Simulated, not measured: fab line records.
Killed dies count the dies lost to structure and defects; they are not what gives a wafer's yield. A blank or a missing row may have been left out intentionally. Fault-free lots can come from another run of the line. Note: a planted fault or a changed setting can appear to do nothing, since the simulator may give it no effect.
A lot that was struck, set against a sound lot -- flow gf180mcu -- 22 steps out of a route of 602
Sound: wafers L600.1, L600.5, L600.6. Struck: wafer L598.4; the same lot's L598.6 was not struck, so it is left out; see the end for the cause.
Order at every step that has rows: each side's tool, ch and its chambers, its first start. Under that, the readings that differ: sound wafers -- struck wafers -- difference of the means -- sigmas: that difference in standard deviations of wafers without a fault.
alike: words and numbers the same on both sides, and readings whose means are apart by under 2 such deviations; not compared: readings that were withheld, readings missing a value for some wafer, numbers with overlapping values and no deviation given by the record, and bounds like >300 which may hide the same value.
Wherever a step has rows on one side only, a row that says differs or no value, or a row with sigmas, the two part there. Numbers that have no deviation but don't overlap get no sigmas and don't part them. A reading that every wafer of one side lacks parts them only if that side has two wafers or more.

GF_VT_IMPLANT_RTA_45: time 30 s.
  sound on rtp-anneal-01 ch 0, day 12 00:19; struck on rtp-anneal-02 ch 0, day 11 11:22
reading,sound,struck,difference,sigmas
lamp-power-pct (%),40 40 40,33,-7,-2
  alike: anneal-temp-c-max, chamber-o2-ppm, wafer_temp_C_max
GF_VT_IMPLANT_RS_MEAS_46: measurement is done with a four-point probe.
  sound on film-metro-02 at day 12 00:25; struck on film-metro-02 at day 11 11:28
  alike: MVSD_RS
GF_VT_IMPLANT_RS_MEAS_47: measurement is done with a four-point probe.
  sound on film-metro-02 at day 12 00:32; struck on film-metro-02 at day 11 11:35
  alike: NWELL_RS
GF_VT_IMPLANT_RS_MEAS_48: measurement is done with a four-point probe.
  sound on film-metro-02 at day 12 00:39; struck on film-metro-02 at day 11 11:43
  alike: LVPWELL_RS
GF_VT_IMPLANT_RS_MEAS_49: measurement is done with a four-point probe.
  sound on film-metro-02 at day 12 00:46; struck on film-metro-02 at day 11 11:50
  alike: MVPSD_RS
then, 4 steps without rows for these wafers: GF_VT_IMPLANT_WET_ETCH_50 (etches SiO2 in dHF, target depth 20 nm, time 400 s); GF_DUAL_GATE_CLEAN_00 (cleans in SC1/SC2, time 150 s); GF_DUAL_GATE_CLEAN_01 (cleans in dHF, time 20 s); GF_DUAL_GATE_OXIDATION_02 (stabilise 600 s, purge 300 s, target thk 10.887 nm).
GF_DUAL_GATE_THK_MEAS_03:
  sound on film-metro-03 at day 12 02:31; struck on film-metro-02 at day 11 13:33
  alike: DUAL_GATE_OXIDATION_00_THK
then, 2 steps without rows for these wafers: GF_DUAL_GATE_DEHYDRATE_04 (time 60 s); GF_DUAL_GATE_HMDS_05 (prime time 60 s).
GF_DUAL_GATE_COAT_06: resist thk 1000 nm.
  sound on litho-track-01 ch 0, day 12 12:10; struck on litho-track-03 ch 0, day 11 23:02
reading,sound,struck,difference,sigmas
model.NOVOLAK_of_DUAL_GATE_COAT_06.thk-nm (nm),1004 1002 998.3,1095,+94,
then, 3 steps without rows for these wafers: GF_DUAL_GATE_SOFTBAKE_07 (time 60 s); GF_DUAL_GATE_EXPOSE_08 (exposes mask Dualgate, target cd 700 nm); GF_DUAL_GATE_PEB_09.
GF_DUAL_GATE_DEVELOP_10: develop time 60 s.
  sound on litho-track-01 ch 0, day 12 21:52; struck on litho-track-04 ch 0, day 12 08:56
reading,sound,struck,difference,sigmas
model.NOVOLAK_of_DUAL_GATE_COAT_06.thk-nm (nm),1004 1001 997.9,1094,+93,
GF_DUAL_GATE_OVL_MEAS_11:
  sound on overlay-01 at day 12 22:01; struck on overlay-02 at day 12 09:02
  alike: DUAL_GATE_OVL
then, 1 step without rows for these wafers: GF_DUAL_GATE_WET_ETCH_12 (etches SiO2 in dHF, target depth 13 nm, time 260 s).
GF_DUAL_GATE_STRIP_13: strips in O2/N2.
  sound on plasma-asher-03 ch 0,1, day 12 22:08; struck on plasma-asher-02 ch 1, day 12 09:10
reading,sound,struck,difference,sigmas
oes-product-au (a.u.),0.710 0.714 0.722,0.726,+0.011,+2
strip-time-to-endpoint-s (s),12.69 12.64 12.61,13.64,+0.99,+28
  alike: drypump-motor-current-A, heater-power-w
  not compared: rf-hours-counter-h
then, 2 steps without rows for these wafers: GF_DUAL_GATE_CLEAN_14 (cleans in SC1/SC2, time 150 s); GF_PASSIVATION_PROBE_99.

WHERE THEY PART
At GF_VT_IMPLANT_RTA_45 first; at GF_DUAL_GATE_STRIP_13 last (within this record only).

WHY: the cause the simulator had injected
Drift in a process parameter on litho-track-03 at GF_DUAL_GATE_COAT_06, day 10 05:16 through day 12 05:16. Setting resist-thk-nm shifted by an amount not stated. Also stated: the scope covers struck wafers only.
